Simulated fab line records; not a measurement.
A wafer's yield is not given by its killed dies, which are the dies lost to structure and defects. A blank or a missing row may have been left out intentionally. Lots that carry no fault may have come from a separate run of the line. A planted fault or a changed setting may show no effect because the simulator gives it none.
fab line records + flow sky130
record:
- lots: 7
- wafers: 16
- last_day: 50
route steps=708 shown FIELD_ISO@13
lots that met no fault: taken from a fault-free run of the same line
start_h: the number of hours between the record's first day and the start of the first shown wafer of the lot + wait_h: time in hours since the lot's previous step + " same as the row above + L1.1+2: a single row standing in for several wafers + - value missing, or start not given + * or withheld: withheld + < > ~ a bound
route shown NAME@n: NAME is a module with steps in the file, n the number in the route of the first one + usual: mean/standard deviation taken from wafers without a fault + same: alike in all rows + chamber/n: place in a boat + sites: the reading at each site + _std_site: the values' standard deviation + _edge_site: the outer-site mean with the inner-site mean subtracted + radius_mm: for every site, how far away it sits from the centre of the wafer + mask NAME#n: copy n + behind: the tool/chamber that last shaped the wafer + hold: cause of the lot's hold/its duration in hours/its outcome + device: transistor that didn't switch, given as n, p or np + end of line: tests of these same wafers at the route's end + a step without rows: its recipe alone + killed: dies lost to structure and defects at the first sort, not the wafer's yield + map: the dies of a wafer, with x for killed, . for not killed, _ for no die there
set.NAME: the run value of the setting; set.NAME@STEP: its run value at that earlier step + model.NAME: the simulator's own value behind a step, which no gauge read
lots at selected steps of the route; one table per step, one row per wafer
services: when a tool's chamber went out of use (start_h, in hours from the record's first day, below 0 if earlier), for how many hours, and the reason
== steps ==
step: SKY_FIELD_ISO_DEVELOP_12
recipe:
- develop_time_s: 60
- resist: KrF-thick
- dev_temp_c: 21
step: SKY_FIELD_ISO_CD_MEAS_13
recipe:
- target_cd_nm: 150
usual:
- cd_nm: 149.4/1.4
| lot.wafer | tool      | chamber | start_h | wait_h | cd_nm |
|-----------|-----------|---------|---------|--------|-------|
| L322.1    | cd_sem-02 | -       | 51.35   | -      | 149.0 |
| L322.5    | "         | -       | "       | "      | 150.5 |
| L322.6    | "         | -       | "       | "      | 150.7 |
| L323.2    | cd_sem-02 | -       | 55.33   | -      | 149.7 |
| L323.3    | "         | -       | "       | "      | 148.5 |
| L323.6    | "         | -       | "       | "      | 149.8 |
| L328.3    | cd_sem-02 | -       | 82.04   | -      | 151.3 |
| L328.4    | "         | -       | "       | "      | 151.1 |
| L328.5    | "         | -       | "       | "      | 152.2 |
| L329.3    | cd_sem-01 | -       | 85.31   | -      | 150.8 |
| L329.6    | "         | -       | "       | "      | 149.0 |
| L330.3    | cd_sem-02 | -       | 94.00   | -      | 150.2 |
| L335.3    | cd_sem-01 | -       | 116.26  | -      | 147.2 |
| L341.2    | cd_sem-01 | -       | 150.39  | -      | 148.9 |
| L341.4    | "         | -       | "       | "      | 147.0 |
| L341.6    | "         | -       | "       | "      | 148.8 |
step: SKY_FIELD_ISO_ETCH_14
recipe:
- chemistry: N2/H2
- target: BARC
- ion_energy_ev: 200
- source_w: 500
- bias_w: 100
- pressure_mtorr: 30
- n2_flow_sccm: 100
- h2_flow_sccm: 200
- stop_on: SiO2
- time_s: 45.9
- target_depth_a: 600
usual:
- bias_w: 100.0/0.33
- drypump_motor_current_A: 5.5/0.39
- h2_flow_sccm: 200.0/0.57
- oes_product_au: 0.855/0.0044
- throttle_valve_pct: 13.224/0.0088
| lot.wafer | tool        | chamber | start_h | wait_h | bias_w | drypump_motor_current_A | h2_flow_sccm | oes_product_au | rf_hours_counter_h | throttle_valve_pct |
|-----------|-------------|---------|---------|--------|--------|-------------------------|--------------|----------------|--------------------|--------------------|
| L322.1    | rie_diel-02 | 3       | 51.47   | 0.1    | 100.7  | 5.2                     | 200.4        | 0.848          | 94                 | 13.228             |
| L322.5    | "           | 2       | "       | "      | 99.9   | 5.6                     | 199.5        | 0.856          | -                  | 13.222             |
| L322.6    | "           | 1       | "       | "      | 100.2  | 5.9                     | 199.5        | 0.857          | -                  | 13.229             |
| L323.2    | rie_diel-02 | 3       | 55.43   | 0.1    | 99.7   | 5.2                     | 200.4        | 0.853          | 94                 | 13.213             |
| L323.3    | "           | 2       | "       | "      | 100.4  | 5.6                     | 198.8        | 0.850          | 3                  | 13.234             |
| L323.6    | "           | 2       | "       | "      | 100.2  | 5.6                     | 199.6        | 0.857          | -                  | 13.229             |
| L328.3    | rie_diel-03 | 0       | 82.12   | 0.1    | 99.6   | 5.1                     | 200.3        | 0.854          | 69                 | 13.212             |
| L328.4    | "           | 1       | "       | "      | 99.6   | 4.7                     | 200.6        | 0.858          | 33                 | 13.216             |
| L328.5    | "           | 0       | "       | "      | 99.8   | 5.1                     | 200.2        | 0.852          | -                  | 13.228             |
| L329.3    | rie_diel-02 | 3       | 85.39   | 0.1    | 100.2  | 5.2                     | 200.3        | 0.854          | 95                 | 13.220             |
| L329.6    | "           | 0       | "       | "      | 100.0  | 5.4                     | 199.3        | 0.857          | -                  | 13.240             |
| L330.3    | rie_diel-02 | 2       | 94.08   | 0.1    | 99.9   | 5.6                     | 200.0        | 0.856          | 4                  | 13.228             |
| L335.3    | rie_diel-04 | 0       | 116.34  | 0.1    | 100.0  | 5.9                     | 199.8        | 0.855          | 99                 | 13.230             |
| L341.2    | rie_diel-03 | 0       | 150.49  | 0.1    | 100.1  | 5.1                     | 201.4        | 0.850          | 70                 | 13.220             |
| L341.4    | "           | 3       | "       | "      | 99.9   | 5.8                     | 200.3        | 0.850          | 4                  | 13.230             |
| L341.6    | "           | 2       | "       | "      | 99.5   | 6.0                     | 199.7        | 0.852          | -                  | 13.224             |
step: SKY_FIELD_ISO_ETCH_15
recipe:
- chemistry: CHF3/O2
- target_depth_nm: 180
- stop_on: Si
- source_w: 600
- bias_w: 200
- pressure_mtorr: 40
- chf3_flow_sccm: 50
- O2_flow_sccm: 5
- time_s: 72
usual:
- bias_w: 200.0/0.51
- chf3_flow_sccm: 50.02/0.15
- drypump_motor_current_A: 5.5/0.39
- oes_product_au: 0.947/0.0068
- throttle_valve_pct: 8.845/0.0089
| lot.wafer | tool        | chamber | start_h | wait_h | bias_w | chf3_flow_sccm | drypump_motor_current_A | oes_product_au | rf_hours_counter_h | throttle_valve_pct |
|-----------|-------------|---------|---------|--------|--------|----------------|-------------------------|----------------|--------------------|--------------------|
| L322.1    | rie_diel-02 | 3       | 51.52   | 0.0    | 200.3  | 50.13          | 5.2                     | 0.952          | 94                 | 8.854              |
| L322.5    | "           | 2       | "       | "      | 200.2  | 50.20          | 5.5                     | 0.953          | -                  | 8.861              |
| L322.6    | "           | 1       | "       | "      | 201.0  | 50.10          | 5.9                     | 0.945          | -                  | 8.837              |
| L323.2    | rie_diel-02 | 3       | 55.47   | 0.0    | 200.4  | 50.15          | 5.2                     | 0.955          | 94                 | 8.839              |
| L323.3    | "           | 2       | "       | "      | 200.0  | 50.19          | 5.6                     | 0.949          | 3                  | 8.843              |
| L323.6    | "           | 2       | "       | "      | 200.3  | 50.16          | 5.6                     | 0.944          | -                  | 8.835              |
| L328.3    | rie_diel-03 | 0       | 82.17   | 0.0    | 200.0  | 50.06          | 5.1                     | 0.953          | 69                 | 8.843              |
| L328.4    | "           | 1       | "       | "      | 199.8  | 49.92          | 4.7                     | 0.941          | 33                 | 8.845              |
| L328.5    | "           | 0       | "       | "      | 199.8  | 50.19          | 5.1                     | 0.953          | -                  | 8.845              |
| L329.3    | rie_diel-02 | 3       | 85.43   | 0.0    | 200.2  | 50.00          | 5.2                     | 0.946          | 95                 | 8.855              |
| L329.6    | "           | 0       | "       | "      | 199.9  | 49.85          | 5.4                     | 0.943          | -                  | 8.846              |
| L330.3    | rie_diel-02 | 2       | 94.12   | 0.0    | 199.6  | 50.17          | 5.5                     | 0.953          | 4                  | 8.833              |
| L335.3    | rie_diel-04 | 0       | 116.38  | 0.0    | 200.7  | 50.14          | 5.9                     | 0.932          | 99                 | 8.847              |
| L341.2    | rie_diel-03 | 0       | 150.53  | 0.0    | 200.0  | 50.06          | 5.1                     | 0.948          | 70                 | 8.842              |
| L341.4    | "           | 3       | "       | "      | 199.0  | 50.38          | 5.8                     | 0.939          | 4                  | 8.851              |
| L341.6    | "           | 2       | "       | "      | 199.4  | 50.00          | 5.9                     | 0.954          | -                  | 8.846              |
step: SKY_FIELD_ISO_STRIP_16
recipe:
- chemistry: O2/N2
- power_w: 1400
- pressure_mtorr: 1500
- platen_temp_c: withheld
- o2_flow_sccm: 3000
- n2_flow_sccm: 300
- overash_fraction: 0.5
usual:
- drypump_motor_current_A: 5.5/0.51
- oes_product_au: 0.378/0.005
- strip_time_to_endpoint_s: 3.550/0.028
| lot.wafer | tool            | chamber | start_h | wait_h | drypump_motor_current_A | oes_product_au | rf_hours_counter_h | strip_time_to_endpoint_s |
|-----------|-----------------|---------|---------|--------|-------------------------|----------------|--------------------|--------------------------|
| L322.1    | plasma_asher-03 | 0       | 51.57   | 0.0    | 6.1                     | 0.377          | 37                 | 3.549                    |
| L322.5    | "               | 0       | "       | "      | 6.1                     | 0.378          | -                  | 3.585                    |
| L322.6    | "               | 1       | "       | "      | 5.4                     | 0.375          | -                  | 3.557                    |
| L323.2    | plasma_asher-03 | 1       | 55.53   | 0.0    | 5.3                     | 0.374          | 37                 | 3.583                    |
| L323.3    | "               | 0       | "       | "      | 6.1                     | 0.378          | -                  | 3.598                    |
| L323.6    | "               | 1       | "       | "      | 5.4                     | 0.382          | -                  | 3.571                    |
| L328.3    | plasma_asher-03 | 1       | 82.26   | 0.1    | 5.3                     | 0.384          | -                  | 3.488                    |
| L328.4    | "               | 0       | "       | "      | 6.1                     | 0.383          | -                  | 3.534                    |
| L328.5    | "               | 1       | "       | "      | 5.3                     | 0.384          | -                  | 3.519                    |
| L329.3    | plasma_asher-02 | 1       | 85.52   | 0.1    | 4.8                     | 0.374          | -                  | 3.563                    |
| L329.6    | "               | 1       | "       | "      | 4.8                     | 0.387          | -                  | 3.542                    |
| L330.3    | plasma_asher-02 | 0       | 94.21   | 0.1    | 6.0                     | 0.385          | -                  | 3.572                    |
| L335.3    | plasma_asher-04 | 1       | 116.47  | 0.1    | 4.9                     | 0.381          | -                  | 3.558                    |
| L341.2    | plasma_asher-03 | 1       | 150.58  | 0.0    | 5.4                     | 0.379          | 3                  | 3.497                    |
| L341.4    | "               | 0       | "       | "      | 6.1                     | 0.376          | -                  | 3.538                    |
| L341.6    | "               | 1       | "       | "      | 5.4                     | 0.383          | -                  | 3.495                    |
step: SKY_FIELD_ISO_ETCH_17
recipe:
- target_depth_a: 3420
- mask_material: Si3N4
- chemistry: HBr/Cl2/O2
- target: Si
- taper_deg: 5
- icp_w: 600
- bias_w: 150
- pressure_mtorr: 15
- HBr_flow_sccm: 150
- Cl2_flow_sccm: 40
- O2_flow_sccm: 6
- time_s: 97.7
usual:
- HBr_flow_sccm: 149.9/0.46
- bias_w: 150.0/0.41
- drypump_motor_current_A: 5.26/0.23
- oes_product_au: 1.002/0.0065
- throttle_valve_pct: 25.655/0.01
| lot.wafer | tool      | chamber | start_h | wait_h | HBr_flow_sccm | bias_w | drypump_motor_current_A | oes_product_au | rf_hours_counter_h | throttle_valve_pct |
|-----------|-----------|---------|---------|--------|---------------|--------|-------------------------|----------------|--------------------|--------------------|
| L322.1    | rie_si-01 | 0       | 51.67   | 0.1    | 149.7         | 149.9  | 5.14                    | 0.995          | 6                  | 25.654             |
| L322.5    | "         | 0       | "       | "      | 150.2         | 149.7  | 5.15                    | 0.993          | -                  | 25.665             |
| L322.6    | "         | 3       | "       | "      | 149.7         | 149.9  | 5.38                    | 1.005          | -                  | 25.666             |
| L323.2    | rie_si-02 | 3       | 55.63   | 0.1    | 149.9         | 150.4  | 4.79                    | 1.016          | 8                  | 25.655             |
| L323.3    | "         | 0       | "       | "      | 150.9         | 149.6  | 5.44                    | 1.000          | 70                 | 25.657             |
| L323.6    | "         | 2       | "       | "      | 149.9         | 149.1  | 5.41                    | 0.993          | -                  | 25.637             |
| L328.3    | rie_si-02 | 1       | 82.32   | 0.0    | 149.1         | 149.8  | 5.37                    | 0.994          | 3                  | 25.664             |
| L328.4    | "         | 3       | "       | "      | 150.3         | 150.5  | 4.80                    | 1.010          | -                  | 25.653             |
| L328.5    | "         | 1       | "       | "      | 149.6         | 150.3  | 5.40                    | 0.995          | -                  | 25.652             |
| L329.3    | rie_si-01 | 1       | 85.58   | 0.0    | 149.6         | 149.9  | 5.52                    | 1.003          | 116                | 25.650             |
| L329.6    | "         | 2       | "       | "      | 149.6         | 149.6  | 4.98                    | 1.013          | -                  | 25.638             |
| L330.3    | rie_si-01 | 0       | 94.28   | 0.0    | 150.1         | 149.6  | 5.15                    | 1.005          | 7                  | 25.656             |
| L335.3    | rie_si-02 | 3       | 116.53  | 0.0    | 149.7         | 150.4  | 4.80                    | 1.018          | 9                  | 25.659             |
| L341.2    | rie_si-02 | 1       | 150.68  | 0.1    | 150.1         | 149.5  | 5.36                    | 0.991          | 3                  | 25.678             |
| L341.4    | "         | 2       | "       | "      | 149.7         | 149.3  | 5.39                    | 1.004          | 88                 | 25.661             |
| L341.6    | "         | 1       | "       | "      | 149.6         | 149.7  | 5.36                    | 0.989          | -                  | 25.672             |
step: SKY_FIELD_ISO_WET_ETCH_18
recipe:
- chemistry: H3PO4
- target_depth_nm: 25
- temp_c: 160
- target: Si3N4
- time_s: 286
step: SKY_FIELD_ISO_CLEAN_19
recipe:
- chemistry: SC1/SC2
- mix: 1:4:20
- temp_c: 70
- time_s: 150
step: SKY_FIELD_ISO_CLEAN_20
recipe:
- chemistry: dHF
- time_s: 20
- dilution: 100:1
step: SKY_FIELD_ISO_WET_ETCH_21
recipe:
- chemistry: dHF
- dilution: 100:1
- target_depth_nm: 20
- dry: ipa_marangoni
- target: SiO2
- temp_c: 25
- time_s: 400
step: SKY_FIELD_ISO_OXIDATION_22
recipe:
- temp_c: 950
- ambient: O2
- stabilise_s: 600
- purge_s: 300
- target_thk_a: 100
- ox_time_s: 623
step: SKY_FIELD_ISO_THK_MEAS_23
recipe:
- reads: SiO2_of_FIELD_ISO_OXIDATION_22
usual:
- FIELD_ISO_OXIDATION_01_THK: 10.00/0.16
| lot.wafer | tool          | chamber | start_h | wait_h | FIELD_ISO_OXIDATION_01_THK[nm] |
|-----------|---------------|---------|---------|--------|--------------------------------|
| L322.1    | film_metro-02 | -       | 53.26   | 0.0    | 10.12                          |
| L322.5    | "             | -       | "       | "      | 9.92                           |
| L322.6    | "             | -       | "       | "      | 10.12                          |
| L323.2    | film_metro-02 | -       | 57.81   | 0.0    | 10.18                          |
| L323.3    | "             | -       | "       | "      | 10.27                          |
| L323.6    | "             | -       | "       | "      | 10.03                          |
| L328.3    | film_metro-01 | -       | 83.86   | 0.0    | 9.77                           |
| L328.4    | "             | -       | "       | "      | 9.92                           |
| L328.5    | "             | -       | "       | "      | 9.69                           |
| L329.3    | film_metro-02 | -       | 87.95   | 0.0    | 10.08                          |
| L329.6    | "             | -       | "       | "      | 10.16                          |
| L330.3    | film_metro-02 | -       | 95.81   | 0.0    | 9.84                           |
| L335.3    | film_metro-02 | -       | 118.07  | 0.0    | 10.11                          |
| L341.2    | film_metro-04 | -       | 153.97  | 0.0    | 10.13                          |
| L341.4    | "             | -       | "       | "      | 9.99                           |
| L341.6    | "             | -       | "       | "      | 10.08                          |
step: SKY_FIELD_ISO_CVD_24
recipe:
- material: SiO2
- target_thk_nm: 595
- temp_c: 650
- sigma_open_frac: 0.3
- time_s: 99.2
- sih4_flow_sccm: 60
- pressure_mtorr: 6
usual:
- susceptor_temp_C: 650.0/0.3
| lot.wafer | tool      | chamber | start_h | wait_h | susceptor_temp_C | model.SiO2_of_FIELD_ISO_CVD_24.thk_nm |
|-----------|-----------|---------|---------|--------|------------------|---------------------------------------|
| L322.1    | hdpcvd-01 | 1       | 53.32   | 0.1    | 649.9            | 596.2                                 |
| L322.5    | "         | 2       | "       | "      | 649.8            | 604.2                                 |
| L322.6    | "         | 1       | "       | "      | 650.3            | 599.2                                 |
| L323.2    | hdpcvd-02 | 2       | 57.87   | 0.0    | 650.2            | 599.9                                 |
| L323.3    | "         | 1       | "       | "      | 650.0            | 587.7                                 |
| L323.6    | "         | 0       | "       | "      | 650.0            | 594                                   |
| L328.3    | hdpcvd-02 | 0       | 83.90   | 0.0    | 650.4            | 597.8                                 |
| L328.4    | "         | 0       | "       | "      | 650.0            | 604.1                                 |
| L328.5    | "         | 1       | "       | "      | 649.6            | 597.1                                 |
| L329.3    | hdpcvd-01 | 1       | 87.99   | 0.0    | 650.2            | 781.9                                 |
| L329.6    | "         | 1       | "       | "      | 650.3            | 595.8                                 |
| L330.3    | hdpcvd-01 | 0       | 95.85   | 0.0    | 650.1            | 784.3                                 |
| L335.3    | hdpcvd-01 | 1       | 118.11  | 0.0    | 649.8            | 779.9                                 |
| L341.2    | hdpcvd-02 | 1       | 154.02  | 0.0    | 649.9            | 586.2                                 |
| L341.4    | "         | 2       | "       | "      | 650.0            | 586.4                                 |
| L341.6    | "         | 0       | "       | "      | 650.1            | 588.4                                 |
step: SKY_FIELD_ISO_THK_MEAS_25
recipe:
- reads: SiO2_of_FIELD_ISO_CVD_24
usual:
- FIELD_ISO_CVD_24_THK: 596/6.6
| lot.wafer | tool          | chamber | start_h | wait_h | hold                     | FIELD_ISO_CVD_24_THK[nm] |
|-----------|---------------|---------|---------|--------|--------------------------|--------------------------|
| L322.1    | film_metro-02 | -       | 53.39   | 0.0    | -                        | 596                      |
| L322.5    | "             | -       | "       | "      | -                        | 604                      |
| L322.6    | "             | -       | "       | "      | -                        | 599                      |
| L323.2    | film_metro-04 | -       | 57.95   | 0.0    | -                        | 600                      |
| L323.3    | "             | -       | "       | "      | -                        | 588                      |
| L323.6    | "             | -       | "       | "      | -                        | 594                      |
| L328.3    | film_metro-01 | -       | 83.99   | 0.1    | -                        | 598                      |
| L328.4    | "             | -       | "       | "      | -                        | 604                      |
| L328.5    | "             | -       | "       | "      | -                        | 597                      |
| L329.3    | film_metro-01 | -       | 88.08   | 0.1    | await_dispo/0.2h/release | 782                      |
| L329.6    | "             | -       | "       | "      | await_dispo/0.2h/release | 596                      |
| L329.3    | film_metro-01 | -       | 88.42   | 0.3    | -                        | 782                      |
| L329.6    | "             | -       | "       | "      | -                        | 595                      |
| L330.3    | film_metro-02 | -       | 95.95   | 0.1    | await_dispo/0.2h/release | 784                      |
| L330.3    | film_metro-02 | -       | 96.17   | 0.2    | -                        | 785                      |
| L335.3    | film_metro-01 | -       | 118.20  | 0.1    | await_dispo/0.2h/release | 780                      |
| L335.3    | film_metro-01 | -       | 118.43  | 0.2    | -                        | 780                      |
| L341.2    | film_metro-02 | -       | 154.10  | 0.0    | -                        | 586                      |
| L341.4    | "             | -       | "       | "      | -                        | 586                      |
| L341.6    | "             | -       | "       | "      | -                        | 588                      |
step: SKY_FIELD_ISO_CMP_27
recipe:
- stop_on: Si3N4
- t_overpolish_s: 16
- down_force_psi: 4
- platen_rpm: 60
- target_thk_nm: 457.8
- pad_velocity_m_s: 0.94248
usual:
- head_pressure_psi: 3.999/0.0093
- motor_current_A: 10.9/1.2
- retaining_ring_pressure_frac: 1.000/0.0052
- time_to_endpoint_s: 114/3.6
| lot.wafer | tool   | chamber | start_h | wait_h | head_pressure_psi | motor_current_A | retaining_ring_pressure_frac | time_to_endpoint_s |
|-----------|--------|---------|---------|--------|-------------------|-----------------|------------------------------|--------------------|
| L322.1    | cmp-02 | 2       | 55.05   | 0.1    | 3.987             | 11.5            | 1.003                        | 111                |
| L322.6    | "      | 0       | "       | "      | 4.004             | 9.5             | 1.003                        | 111                |
| L322.5    | "      | 1       | "       | "      | 4.006             | 12.9            | 0.993                        | 119                |
| L323.3    | cmp-02 | 1       | 59.55   | 0.1    | 3.998             | 13.2            | 1.006                        | 109                |
| L323.2    | "      | 2       | "       | "      | 3.977             | 11.1            | 1.001                        | 119                |
| L323.6    | "      | 0       | "       | "      | 4.005             | 9.1             | 0.996                        | 114                |
| L328.3    | cmp-02 | 1       | 86.69   | 0.0    | 3.999             | 13.1            | 1.005                        | 113                |
| L328.4    | "      | 0       | "       | "      | 3.999             | 9.1             | 0.992                        | 112                |
| L328.5    | "      | 1       | "       | "      | 4.010             | 12.7            | 1.001                        | 113                |
| L329.3    | cmp-02 | 1       | 92.67   | 0.1    | 3.988             | 13.2            | 0.995                        | 151                |
| L329.6    | "      | 0       | "       | "      | 3.998             | 9.7             | 1.004                        | 116                |
| L330.3    | cmp-01 | 2       | 102.14  | 0.3    | 3.992             | 9.3             | 0.992                        | 153                |
| L335.3    | cmp-01 | 2       | 123.70  | 0.0    | 3.997             | 9.0             | 1.002                        | 144                |
| L341.2    | cmp-02 | 2       | 156.99  | 0.0    | 4.010             | 11.6            | 1.002                        | 107                |
| L341.4    | "      | 3       | "       | "      | 4.005             | 11.3            | 0.997                        | 110                |
| L341.6    | "      | 2       | "       | "      | 4.013             | 11.3            | 1.007                        | 108                |
step: SKY_FIELD_ISO_WET_ETCH_28
recipe:
- chemistry: dHF
- target_depth_nm: 23.7
- target: SiO2
- dilution: 10:1
- temp_c: 25
- time_s: 47
== services ==
| tool            | chamber | start_h | hours | kind   |
|-----------------|---------|---------|-------|--------|
| rie_diel-04     | -       | 27.49   | 62.6  | repair |
| rie_diel-04     | 3       | 43.08   | 7.4   | repair |
| rie_diel-03     | 1       | 45.53   | 1.7   | repair |
| rie_diel-04     | 2       | 48.41   | 6.5   | repair |
| cmp-01          | -       | 50.72   | 0.6   | repair |
| rie_diel-02     | 0       | 51.84   | 1.6   | repair |
| rie_diel-02     | 2       | 62.86   | 4.3   | repair |
| cmp-02          | -       | 64.00   | 4.0   | pm     |
| hdpcvd-02       | -       | 66.75   | 15.0  | pm     |
| hdpcvd-02       | 0       | 67.02   | 3.4   | repair |
| hdpcvd-02       | -       | 68.55   | 1.4   | repair |
| rie_si-02       | 0       | 76.65   | 6.6   | repair |
| rie_diel-02     | 3       | 88.52   | 4.3   | repair |
| plasma_asher-02 | -       | 98.20   | 15.6  | pm     |
| hdpcvd-01       | -       | 103.02  | 14.6  | pm     |
| plasma_asher-03 | -       | 108.75  | 9.0   | pm     |
| rie_si-02       | 2       | 113.49  | 5.2   | repair |
| cmp-02          | -       | 119.28  | 2.4   | repair |
| rie_diel-02     | -       | 119.93  | 2.8   | pm     |
| hdpcvd-02       | 2       | 126.38  | 2.8   | repair |
| hdpcvd-02       | -       | 137.25  | 2.8   | pm     |
| plasma_asher-03 | -       | 139.75  | 6.9   | repair |
| hdpcvd-01       | -       | 152.09  | 0.8   | repair |
| rie_si-01       | -       | 154.19  | 0.9   | repair |
== key ==
first_sign:
- step: SKY_FIELD_ISO_THK_MEAS_25
- reading: visit
- direction: added
effect:
- step: SKY_FIELD_ISO_THK_MEAS_25
- reading: FIELD_ISO_CVD_24_THK
- direction: up
- sigmas: 28
- usual: 596
- struck: 782
effect:
- step: SKY_FIELD_ISO_CMP_27
- reading: time_to_endpoint_s
- direction: up
- sigmas: 9.8
- usual: *
- struck: *
model_effect:
- step: SKY_FIELD_ISO_CVD_24
- value: SiO2_of_FIELD_ISO_CVD_24.thk_nm
- without: 599.5
- struck: 782
met_at SKY_FIELD_ISO_CVD_24
struck_wafers L329.3,L330.3,L335.3
sort_left_out L335.3
tester_left_out L329,L330,L335
onset_between 53.32 87.99
fault:
- kind: process_parameter_drift
- tool: hdpcvd-01
- chamber: -
- onset_h: 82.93
- steps: SKY_FIELD_ISO_CVD_24
- channel: target_thk_nm
- offset: 182.51
- shape: step
- end_h: 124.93
- scope: struck_wafers_only
- acts_in: these_recipes_only
- stated: 595
tester_left_out: of these lots the tester's yield and bins aren't shown, on N5 and GAA mostly nor the transistor test; their killed dies are dies lost to structure and defects alone, not to doping, threshold or leakage, so they don't give the yield
sort_left_out: the simulated sort isn't trusted on such a fault, so these wafers' sort isn't shown, and their yield isn't known
